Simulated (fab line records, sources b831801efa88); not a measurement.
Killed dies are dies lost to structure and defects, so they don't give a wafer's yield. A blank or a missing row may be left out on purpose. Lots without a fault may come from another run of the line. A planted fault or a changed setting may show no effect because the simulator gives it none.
fab line records | flow sky130
record lots=11 wafers=33 last_day=49
route steps=708 shown CONTACT@424 METAL1@437 VIA1@478 VIA4@639 PAD_OPEN@708
lots that met no fault: from a run of the same line without faults
start_h: hours from the record's first day to the start of the lot's first wafer shown | wait_h: hours since the lot's step before | " the same as in the row above | L1.1+2: a row that stands for several wafers | - no value, or no start given | * or withheld: withheld | < > ~ a bound
route shown NAME@n: a module of which the file shows steps, and the number in the route of the first | usual: mean/standard deviation of fault-free wafers | same: alike in all rows | chamber/n: place in a boat | sites: the reading at each site | _std_site: their standard deviation | _edge_site: outer sites' mean less inner sites' | radius_mm: how far each site lies from the wafer's centre | mask NAME#n: copy n | behind: the tool/chamber that last shaped the wafer | hold: why the lot was held/for how many hours/how that ended | device: the transistor (n, p or np) that didn't switch | end of line: the same wafers' tests at the end of the route | a step without rows: its recipe alone | killed: dies lost to structure and defects at the first sort, not the wafer's yield | map: a wafer's dies, x killed, . not, _ none there
set.NAME: the setting as run; set.NAME@STEP: as run at that earlier step | model.NAME: the simulator's own value behind a step, which no gauge read
steps of the route over a sample of lots; a table a step, a row a wafer
services: from which hour (start_h, from the record's first day; less than 0 if before it) a tool's chamber was out of use, for how many hours, and why
## steps
# step SKY_CONTACT_ETCH_18
# recipe target=Si3N4 chemistry=CHF3/O2 stop_on=TiN source_w=600 bias_w=200 pressure_mtorr=40 chf3_flow_sccm=50 O2_flow_sccm=5 time_s=39 target_depth_a=750
# usual drypump_motor_current_A=5.9/0.4 oes_product_au=0.855/0.0075 throttle_valve_pct=8.794/0.0089
# columns lot.wafer tool chamber start_h wait_h drypump_motor_current_A oes_product_au rf_hours_counter_h throttle_valve_pct
L865.2 rie_diel-03 1 - - 5.9 0.857 37 8.795
L865.3 " 3 " " 5.6 0.861 37 8.786
L865.4 " 2 " " 6.6 0.853 12 8.792
L866.1 rie_diel-02 1 - - 5.3 0.847 10 8.795
L866.2 " 0 " " 6.0 0.848 13 8.797
L866.3 " 3 " " 5.6 0.851 9 8.795
L867.1 rie_diel-03 1 - - 5.9 0.844 37 8.802
L867.3 " 2 " " 6.6 0.833 13 8.790
L867.5 " 1 " " 5.9 0.851 - 8.802
L869.1 rie_diel-03 3 - - 5.7 0.842 37 8.771
L869.2 " 0 " " 6.0 0.852 9 8.783
L869.6 " 0 " " 6.0 0.856 - 8.784
L868.2 rie_diel-02 2 - - 6.2 0.848 7 8.781
L868.3 " 3 " " 5.6 0.843 10 8.790
L868.5 " 2 " " 6.2 0.869 - 8.810
L870.4 rie_diel-04 1 - - 6.1 0.867 14 8.799
L870.5 " 3 " " 5.2 0.858 - 8.795
L870.6 " 2 " " 6.4 0.865 - 8.797
L872.1 rie_diel-04 3 - - 5.3 0.844 16 8.781
L872.3 " 0 " " 5.6 0.850 10 8.811
L872.6 " 2 " " 6.3 0.852 - 8.794
L878.3 rie_diel-02 3 - - 5.6 0.856 12 8.790
L878.4 " 0 " " 6.0 0.858 15 8.792
L878.5 " 0 " " 6.0 0.860 - 8.788
L880.3 rie_diel-03 1 - - 5.9 0.855 2 8.782
L880.4 " 0 " " 5.9 0.856 12 8.804
L880.6 " 1 " " 5.9 0.868 - 8.806
L882.1 rie_diel-02 3 - - 5.6 0.858 12 8.791
L882.2 " 2 " " 6.2 0.847 10 8.788
L882.3 " 1 " " 5.3 0.841 13 8.781
L884.1 rie_diel-02 0 - - 6.0 0.846 16 8.803
L884.2 " 3 " " 5.6 0.848 13 8.775
L884.5 " 1 " " 5.3 0.850 - 8.791
# step SKY_METAL1_SPUTTER_03
# recipe material=Ti target_thk_nm=5 power_w=3000 time_s=3.3 chamber_pressure_pa=0.4
# usual throttle_valve_pct=30.1/1.3
# columns lot.wafer tool chamber start_h wait_h throttle_valve_pct
L865.2 pvd_sputter-03 - 764.60 0.0 28.7
L865.3 " - " " 29.6
L865.4 " - " " 29.7
L866.1 pvd_sputter-02 - 768.99 0.0 31.6
L866.2 " - " " 30.6
L866.3 " - " " 27.8
L867.1 pvd_sputter-03 - 769.30 0.0 28.4
L867.3 " - " " 29.4
L867.5 " - " " 29.1
L869.1 pvd_sputter-04 - 777.24 0.0 30.6
L869.2 " - " " 32.1
L869.6 " - " " 32.2
L868.2 pvd_sputter-02 - 777.50 0.0 27.7
L868.3 " - " " 30.2
L868.5 " - " " 29.9
L870.4 pvd_sputter-03 - 777.91 0.0 29.6
L870.5 " - " " 28.2
L870.6 " - " " 29.4
L872.1 pvd_sputter-04 - 802.29 0.0 28.3
L872.3 " - " " 30.5
L872.6 " - " " 31.0
L878.3 pvd_sputter-02 - 850.35 0.0 30.1
L878.4 " - " " 30.4
L878.5 " - " " 27.7
L880.3 pvd_sputter-04 - 856.39 0.0 31.1
L880.4 " - " " 32.1
L880.6 " - " " 30.7
L882.1 pvd_sputter-02 - 867.09 0.0 30.0
L882.2 " - " " 30.4
L882.3 " - " " 31.7
L884.1 pvd_sputter-02 - 880.37 0.0 30.1
L884.2 " - " " 31.7
L884.5 " - " " 30.4
# step SKY_VIA1_SPUTTER_20
# recipe material=TiN target_thk_nm=20 chamber_pressure_pa=5 power_w=4000 time_s=80
# usual throttle_valve_pct=30.0/1.3
# columns lot.wafer tool chamber start_h wait_h throttle_valve_pct
L865.2 pvd_sputter-04 - 819.33 0.0 30.6
L865.3 " - " " 32.2
L865.4 " - " " 30.8
L866.1 pvd_sputter-04 - 824.29 0.0 28.2
L866.2 " - " " 30.4
L866.3 " - " " 31.0
L867.1 pvd_sputter-01 - 824.52 0.0 28.5
L867.3 " - " " 30.4
L867.5 " - " " 31.2
L869.1 pvd_sputter-03 - 832.63 0.0 29.5
L869.2 " - " " 28.7
L869.6 " - " " 29.6
L868.2 pvd_sputter-03 - 833.33 0.0 31.2
L868.3 " - " " 29.5
L868.5 " - " " 29.6
L870.4 pvd_sputter-01 - 834.31 0.0 31.3
L870.5 " - " " 27.7
L870.6 " - " " 28.5
L872.1 pvd_sputter-04 - 857.09 0.0 31.0
L872.3 " - " " 28.2
L872.6 " - " " 32.1
L878.3 pvd_sputter-01 - 903.53 0.0 31.3
L878.4 " - " " 28.5
L878.5 " - " " 31.3
L880.3 pvd_sputter-01 - 909.64 0.0 28.4
L880.4 " - " " 30.3
L880.6 " - " " 30.4
L882.1 pvd_sputter-01 - 918.84 0.0 28.6
L882.2 " - " " 31.0
L882.3 " - " " 28.0
L884.1 pvd_sputter-01 - 932.28 0.0 28.1
L884.2 " - " " 30.1
L884.5 " - " " 28.7
# step SKY_VIA4_HDPCVD_00
# recipe material=SiO2 target_thk_nm=1750 sigma_open_frac=0.3 time_s=291.7 temp_c=400 sih4_flow_sccm=60 pressure_mtorr=6
# usual sih4_flow_sccm=60.01/0.18 susceptor_temp_C=400.03/0.23
# columns lot.wafer tool chamber start_h wait_h sih4_flow_sccm susceptor_temp_C
L865.2 hdpcvd-02 0 1001.36 0.0 60.23 399.78
L865.3 " 1 " " 59.70 400.02
L865.4 " 2 " " 60.12 399.58
L866.1 hdpcvd-01 2 1007.44 0.0 60.03 399.66
L866.2 " 1 " " 60.03 399.93
L866.3 " 0 " " 59.95 399.99
L867.1 hdpcvd-02 0 1007.79 0.0 60.08 399.76
L867.3 " 1 " " 59.72 400.31
L867.5 " 0 " " 60.12 399.80
L869.1 hdpcvd-02 0 1014.94 0.0 60.24 399.93
L869.2 " 2 " " 59.95 400.24
L869.6 " 1 " " 60.17 400.21
L868.2 hdpcvd-02 1 1016.14 0.0 60.04 400.09
L868.3 " 0 " " 60.28 400.01
L868.5 " 0 " " 60.34 400.06
L870.4 hdpcvd-01 1 1017.31 0.1 59.79 400.52
L870.5 " 2 " " 60.49 399.96
L870.6 " 0 " " 60.19 400.14
L872.1 hdpcvd-01 2 1036.62 0.0 60.29 399.99
L872.3 " 1 " " 60.16 399.66
L872.6 " 0 " " 60.10 400.03
L878.3 hdpcvd-01 0 1075.64 0.0 60.15 400.61
L878.4 " 0 " " 60.11 400.59
L878.5 " 2 " " 71.82 400.26
L880.3 hdpcvd-02 1 1081.61 0.0 59.96 400.17
L880.4 " 0 " " 59.54 400.20
L880.6 " 2 " " 59.84 400.24
L882.1 hdpcvd-02 2 1087.37 0.0 60.27 400.05
L882.2 " 0 " " 60.09 400.15
L882.3 " 1 " " 60.20 399.70
L884.1 hdpcvd-02 2 1094.40 0.0 59.94 399.84
L884.2 " 0 " " 59.61 399.99
L884.5 " 2 " " 59.93 399.72
# step SKY_VIA4_THK_MEAS_01
# recipe reads=SiO2_of_VIA4_HDPCVD_00
# usual VIA4_HDPCVD_THK=1749/19
# columns lot.wafer tool chamber start_h wait_h VIA4_HDPCVD_THK[nm]
L865.2 film_metro-02 - 1001.55 0.1 1772
L865.3 " - " " 1728
L865.4 " - " " 1717
L866.1 film_metro-02 - 1007.62 0.1 1754
L866.2 " - " " 1766
L866.3 " - " " 1735
L867.1 film_metro-04 - 1007.97 0.1 1755
L867.3 " - " " 1758
L867.5 " - " " 1747
L869.1 film_metro-04 - 1015.12 0.1 1764
L869.2 " - " " 1740
L869.6 " - " " 1744
L868.2 film_metro-02 - 1016.33 0.1 1763
L868.3 " - " " 1771
L868.5 " - " " 1765
L870.4 film_metro-04 - 1017.43 0.0 1784
L870.5 " - " " 1748
L870.6 " - " " 1765
L872.1 film_metro-01 - 1036.80 0.1 1755
L872.3 " - " " 1784
L872.6 " - " " 1776
L878.3 film_metro-02 - 1075.84 0.1 1701
L878.4 " - " " 1732
L878.5 " - " " 2069
L880.3 film_metro-01 - 1081.81 0.1 1763
L880.4 " - " " 1769
L880.6 " - " " 1731
L882.1 film_metro-02 - 1087.55 0.1 1746
L882.2 " - " " 1784
L882.3 " - " " 1755
L884.1 film_metro-04 - 1094.57 0.1 1754
L884.2 " - " " 1760
L884.5 " - " " 1748
# step SKY_PAD_OPEN_PROBE_99
# usual defect_limited_yield=82.5/1.8 killed_at_M0_to_M3=44/7.1 killed_at_M4_up=3.0/1.9 killed_at_contacts=25/5.6 killed_at_front_end=14/4.1 killed_at_other=0.2/0.44 killed_dies=86/9.1 killed_open=47/7.4 killed_short=39/5.7 sort_bin_3_pad_short=0.9/0.37 sort_bin_5_function=10.3/1.6 sort_bin_6_memory=6.3/1.1 sort_n_pass=406/9.1 sort_yield_pct=82.5/1.8
# same gross_dies=492 killed_at_back_side=0 sort_bin_4_leakage[%]=0 sort_bin_8_speed[%]=0
# columns lot.wafer tool chamber start_h wait_h defect_limited_yield[%] killed_at_M0_to_M3 killed_at_M4_up killed_at_contacts killed_at_front_end killed_at_other killed_dies killed_open killed_short sort_bin_3_pad_short[%] sort_bin_5_function[%] sort_bin_6_memory[%] sort_n_pass sort_yield_pct[%]
L865.2 prober-02 - 1091.77 0.1 83.3 41 1 28 12 0 82 44 38 0.8 10.4 5.5 410 83.3
L865.3 prober-02 - 1091.82 0.2 81.5 39 1 38 13 0 91 52 39 0.4 11.2 6.9 401 81.5
L865.4 prober-02 - 1091.87 0.2 83.5 33 6 23 19 0 81 41 38 0.8 9.6 6.1 411 83.5
L870.4 prober-02 - 1103.74 0.2 82.9 46 3 23 12 0 84 51 33 1.0 10.0 6.1 408 82.9
L870.5 prober-02 - 1103.79 0.2 83.7 38 5 21 15 1 80 46 34 0.8 9.3 6.1 412 83.7
L870.6 prober-02 - 1103.84 0.2 83.7 37 4 20 19 0 80 36 44 1.8 9.3 5.1 412 83.7
L878.3 prober-01 - 1159.70 0.2 76.6 56 6 33 20 0 115 58 57 1.4 15.0 6.9 377 76.6
L878.4 prober-01 - 1159.75 0.2 80.7 44 3 33 15 0 95 55 40 0.4 11.0 7.9 397 80.7
L878.5 prober-01 - 1159.80 0.2 79.9 53 2 30 13 1 99 54 45 0.6 12.6 6.9 393 79.9
# killed by level:class
L865.2 CONTACT:geometric_particle:open=12 VIA1:geometric_particle:open=11 CONTACT:geometric_particle:short=6 VIA3:geometric_particle:open=6 LI_CONTACT:geometric_particle:open=5 METAL1:geometric_particle:short=5 LOCAL_INTERCONNECT:geometric_particle:short=4 VIA1:geometric_particle:short=4
L865.3 CONTACT:geometric_particle:open=18 LI_CONTACT:geometric_particle:open=11 METAL1:geometric_particle:short=8 VIA1:geometric_particle:open=8 VIA2:geometric_particle:short=6 POLY_GATE:geometric_particle:short=5 VIA3:geometric_particle:open=5 METAL2:geometric_particle:short=4
L865.4 LI_CONTACT:geometric_particle:open=7 CONTACT:geometric_particle:open=7 METAL4:geometric_particle:short=6 FIELD_ISO:geometric_particle:short=5 CONTACT:geometric_particle:short=5 VIA1:geometric_particle:open=5 METAL2:geometric_particle:short=5 VIA3:geometric_particle:open=5
L870.4 CONTACT:geometric_particle:open=10 VIA3:geometric_particle:open=10 VIA1:geometric_particle:open=10 VIA2:geometric_particle:open=7 LI_CONTACT:geometric_particle:open=6 VIA2:geometric_particle:short=6 FIELD_ISO:geometric_particle:open=4 POLY_GATE:geometric_particle:open=4
L870.5 VIA1:geometric_particle:open=11 VIA2:geometric_particle:open=8 LI_CONTACT:geometric_particle:open=7 LOCAL_INTERCONNECT:geometric_particle:short=5 CONTACT:geometric_particle:open=5 METAL3:geometric_particle:short=5 VIA3:geometric_particle:open=5 FIELD_ISO:geometric_particle:open=4
L870.6 CONTACT:geometric_particle:open=7 VIA1:geometric_particle:open=6 VIA2:geometric_particle:open=5 POLY_GATE:geometric_particle:short=5 CONTACT:geometric_particle:short=5 VIA2:geometric_particle:short=5 FIELD_ISO:geometric_particle:open=4 VIA1:geometric_particle:short=4
L878.3 VIA1:geometric_particle:open=13 LI_CONTACT:geometric_particle:open=11 POLY_GATE:geometric_particle:open=10 CONTACT:geometric_particle:short=9 METAL1:geometric_particle:short=9 VIA1:geometric_particle:short=8 METAL4:geometric_particle:short=6 METAL2:geometric_particle:short=5
L878.4 CONTACT:geometric_particle:open=14 LI_CONTACT:geometric_particle:open=7 VIA1:geometric_particle:short=7 VIA1:geometric_particle:open=7 METAL2:geometric_particle:short=7 VIA3:geometric_particle:open=7 FIELD_ISO:geometric_particle:open=6 VIA2:geometric_particle:open=6
L878.5 VIA1:geometric_particle:open=12 CONTACT:geometric_particle:open=10 VIA3:geometric_particle:open=9 LI_CONTACT:geometric_particle:open=8 METAL2:geometric_particle:short=8 POLY_GATE:geometric_particle:short=5 CONTACT:geometric_particle:short=5 VIA2:geometric_particle:open=5
## services
# columns tool chamber start_h hours kind
pvd_sputter-04 - 771.44 3.4 repair
pvd_sputter-01 - 782.32 7.8 repair
pvd_sputter-04 - 783.80 4.6 repair
rie_diel-02 - 800.73 1.5 repair
pvd_sputter-04 - 814.13 1.9 repair
rie_diel-02 0 838.67 5.3 repair
pvd_sputter-03 - 846.57 15.1 repair
pvd_sputter-03 - 854.84 0.6 repair
pvd_sputter-04 - 880.64 1.4 repair
hdpcvd-02 - 905.21 0.8 pm
pvd_sputter-03 - 918.33 2.0 repair
hdpcvd-02 - 927.51 2.8 repair
rie_diel-02 3 941.08 1.9 repair
pvd_sputter-01 - 943.34 2.3 repair
rie_diel-02 0 992.81 2.8 repair
rie_diel-02 - 1009.01 0.9 repair
pvd_sputter-01 - 1017.12 0.7 repair
rie_diel-02 0 1019.09 12.4 repair
pvd_sputter-04 - 1019.67 1.4 repair
pvd_sputter-04 - 1024.70 1.5 repair
pvd_sputter-01 - 1035.62 8.8 repair
hdpcvd-02 - 1036.18 0.5 repair
pvd_sputter-03 - 1047.86 0.5 repair
pvd_sputter-03 - 1089.36 5.4 repair
## key
first_sign step=SKY_VIA4_HDPCVD_00 reading=sih4_flow_sccm direction=up sigmas=67 usual=60.01 struck=71.82
effect step=SKY_VIA4_THK_MEAS_01 reading=VIA4_HDPCVD_THK direction=up sigmas=17 usual=1749 struck=2069
met_at SKY_VIA4_HDPCVD_00
struck_lots L878
struck_wafers L878.5
not_acting_at SKY_CONTACT_ETCH_18,SKY_METAL1_SPUTTER_03,SKY_VIA1_SPUTTER_20
onset_between 1036.62 1075.64
fault kind=process_parameter_drift tool=hdpcvd-01 chamber=2 onset_h=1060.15 steps=SKY_VIA4_HDPCVD_00 channel=sih4_flow_sccm offset=12 shape=step end_h=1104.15 acts_in=these_recipes_only stated=60
